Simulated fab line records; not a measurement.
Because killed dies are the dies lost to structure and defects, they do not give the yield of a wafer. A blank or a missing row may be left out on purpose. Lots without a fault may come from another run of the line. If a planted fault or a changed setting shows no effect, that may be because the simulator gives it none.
Which tool did it?    flow gf180mcu    13 lots, 39 wafers sampled, at 5 steps of a route of 602

## WHAT THE GAUGES SHOWED, per wafer
GF_PSD_TW_MEAS_11.
lot   measured      on             PSD_TW
L859  day 14 08:48  film metro-01  3225 3265 3246
L860  day 14 16:54  film metro-04  3206 3212 3184
L861  day 14 21:01  film metro-01  3244 3248 3257
L864  day 15 20:40  film metro-01  3248 3255 3252
L865  day 16 05:29  film metro-02  3209 3209 3200
L866  day 16 17:01  film metro-02  30 30 30
L868  day 17 06:27  film metro-01  3248 3260 3272
L875  day 19 20:36  film metro-04  3188 3176 3186
L876  day 20 06:46  film metro-04  3180 3182 3183
L877  day 20 15:01  film metro-01  3252 3262 3245
L878  day 20 22:33  film metro-02  3202 3197 3229
L880  day 21 20:19  film metro-02  3201 3229 3213
L881  day 22 08:25  film metro-02  3199 3208 3195

GF_M1_OVL_MEAS_15.
lot   measured      on          M1_OVL (nm)
L859  day 17 06:42  overlay-01  0 -3 -8
L860  day 17 14:55  overlay-01  -10 -8 -8
L861  day 17 19:04  overlay-01  -1 -4 -9
L864  day 18 21:08  overlay-02  -11 2 -8
L865  day 19 06:41  overlay-02  3 -5 4
L866  day 19 20:17  overlay-02  -4 -3 -8
L868  day 20 10:04  overlay-01  1 -5 6
L875  day 22 23:38  overlay-02  -5 2 2
L876  day 23 09:11  overlay-01  -4 1 3
L877  day 23 16:57  overlay-02  -5 -3 -1
L878  day 23 23:08  overlay-02  -7 -6 -9
L880  day 24 19:32  overlay-02  2 -9 -8
L881  day 25 07:40  overlay-01  -7 -6 -6

GF_V1_OVL_MEAS_15.
lot   measured      on          V1_OVL (nm)
L859  day 18 07:18  overlay-01  0 1 -3
L860  day 18 15:56  overlay-01  1 -5 1
L861  day 18 20:27  overlay-01  2 1 3
L864  day 19 23:00  overlay-01  -4 4 -6
L865  day 20 07:39  overlay-01  -1 1 -7
L866  day 20 22:20  overlay-02  -4 -6 0
L868  day 21 11:28  overlay-02  3 -2 5
L875  day 23 23:44  overlay-01  -17 -8 -3
L876  day 24 09:08  overlay-02  -5 -3 1
L877  day 24 17:38  overlay-02  1 -3 7
L878  day 24 22:52  overlay-02  -2 4 3
L880  day 25 18:05  overlay-02  4 -5 2
L881  day 26 06:17  overlay-02  8 9 1

## WHICH TOOL RAN EACH LOT (tool, then ch and the chambers of the sampled wafers, then the start)
lot   GF_NSD_STRIP_11                       GF_PSD_STRIP_10
L859  plasma asher-02 ch 0,1, day 13 11:49  plasma asher-04 ch 0,1, day 14 08:42
L860  plasma asher-01 ch 0,1, day 13 20:08  plasma asher-03 ch 0,1, day 14 16:48
L861  plasma asher-04 ch 0,1, day 14 00:01  plasma asher-04 ch 0, day 14 20:54
L864  plasma asher-04 ch 0,1, day 14 22:14  plasma asher-02 ch 0,1, day 15 20:34
L865  plasma asher-02 ch 0,1, day 15 07:05  plasma asher-02 ch 0,1, day 16 05:23
L866  plasma asher-04 ch 0, day 15 18:25    plasma asher-02 ch 1, day 16 16:54
L868  plasma asher-02 ch 0,1, day 16 08:31  plasma asher-03 ch 0,1, day 17 06:22
L875  plasma asher-02 ch 0,1, day 18 18:38  plasma asher-03 ch 0,1, day 19 20:30
L876  plasma asher-02 ch 0,1, day 19 06:18  plasma asher-03 ch 0,1, day 20 06:40
L877  plasma asher-01 ch 0,1, day 19 14:04  plasma asher-03 ch 0,1, day 20 14:54
L878  plasma asher-02 ch 0,1, day 19 21:41  plasma asher-04 ch 0, day 20 22:27
L880  plasma asher-04 ch 0,1, day 20 20:27  plasma asher-02 ch 0,1, day 21 20:14
L881  plasma asher-02 ch 0,1, day 21 08:21  plasma asher-04 ch 0,1, day 22 08:19
- GF_NSD_STRIP_11: strips in O2/N2.
- GF_PSD_STRIP_10: strips in O2/N2.

## AS READ BY THE TOOLS THEMSELVES (means over the sampled wafers that have a number; for cases with no such wafer, the mark the record gives instead)
GF_NSD_STRIP_11.
lot   tool             chamber pressure mTorr (mTorr)  drypump motor current A (A)  heater power w (W)  oes product au (a.u.)  strip time to endpoint s (s)
L859  plasma asher-02  1502.2                          5.1                          354                 0.489                  22.99
L860  plasma asher-01  1499.1                          5.8                          331                 0.489                  22.96
L861  plasma asher-04  1500.6                          6.0                          327                 0.486                  23.01
L864  plasma asher-04  1500.2                          5.6                          336                 0.492                  23.00
L865  plasma asher-02  1499.6                          5.1                          352                 0.491                  22.97
L866  plasma asher-04  1500.8                          6.2                          314                 0.331                  -
L868  plasma asher-02  1499.7                          5.2                          337                 0.492                  22.93
L875  plasma asher-02  1499.4                          5.1                          351                 0.487                  22.94
L876  plasma asher-02  1500.2                          5.2                          335                 0.488                  22.95
L877  plasma asher-01  1499.2                          5.8                          326                 0.486                  22.96
L878  plasma asher-02  1500.2                          5.2                          336                 0.487                  22.94
L880  plasma asher-04  1500.3                          5.7                          339                 0.485                  23.01
L881  plasma asher-02  1498.4                          5.1                          353                 0.480                  23.03

GF_PSD_STRIP_10.
lot   tool             chamber pressure mTorr (mTorr)  drypump motor current A (A)  heater power w (W)  oes product au (a.u.)  strip time to endpoint s (s)
L859  plasma asher-04  1499.2                          5.7                          334                 0.586                  16.58
L860  plasma asher-03  1501.0                          5.8                          315                 0.590                  16.55
L861  plasma asher-04  1500.8                          6.3                          316                 0.593                  16.58
L864  plasma asher-02  1499.2                          5.2                          330                 0.589                  16.50
L865  plasma asher-02  1499.7                          5.1                          349                 0.591                  16.51
L866  plasma asher-02  1500.2                          5.0                          367                 0.644                  26.76
L868  plasma asher-03  1500.6                          6.0                          287                 0.591                  16.54
L875  plasma asher-03  1499.6                          6.0                          301                 0.591                  16.54
L876  plasma asher-03  1498.7                          6.0                          297                 0.593                  16.52
L877  plasma asher-03  1499.2                          6.0                          296                 0.591                  16.51
L878  plasma asher-04  1501.8                          6.3                          313                 0.593                  16.52
L880  plasma asher-02  1498.9                          5.1                          348                 0.595                  16.56
L881  plasma asher-04  1500.6                          5.7                          343                 0.595                  16.53

## THE ANSWER, worked out from the rows above alone
Rule: the usual values come from the lots themselves. The widest of any qualifying gaps counts: lots, ordered by their means at a reading, are off when they make up no more than a third of the lots, leave a main group of 4 or more, and stand apart from it by 3 or more times the standard deviation of that group's means. The tables above print the reading to a certain number of digits; a main group whose means all agree to those digits is not used. Also off: a lot with no number at a reading for which 4 or more lots have one. Any other lot the step has rows for is counted as sound. After the gauges, taken in route order, come the tools' own readings; for these a lot's mean is taken, as printed above. At the first step where some lot is off, the reading lying furthest off is the one used; lots without a number count as furthest.
Off: at GF_PSD_TW_MEAS_11 (PSD_TW), L866. The main group: mean 3221, standard deviation 28.
A tool fits if, at a process step before that reading, it ran every lot that is off, and no sound lot after the first of them. The gauges at GF_PSD_TW_MEAS_11 aren't tried: what is off there is off at GF_NSD_STRIP_11 too, on other tools, and a gauge's error can't cause that. Not one of the candidates tried fits.

## WHAT HAD BEEN PUT IN BY THE SIMULATOR
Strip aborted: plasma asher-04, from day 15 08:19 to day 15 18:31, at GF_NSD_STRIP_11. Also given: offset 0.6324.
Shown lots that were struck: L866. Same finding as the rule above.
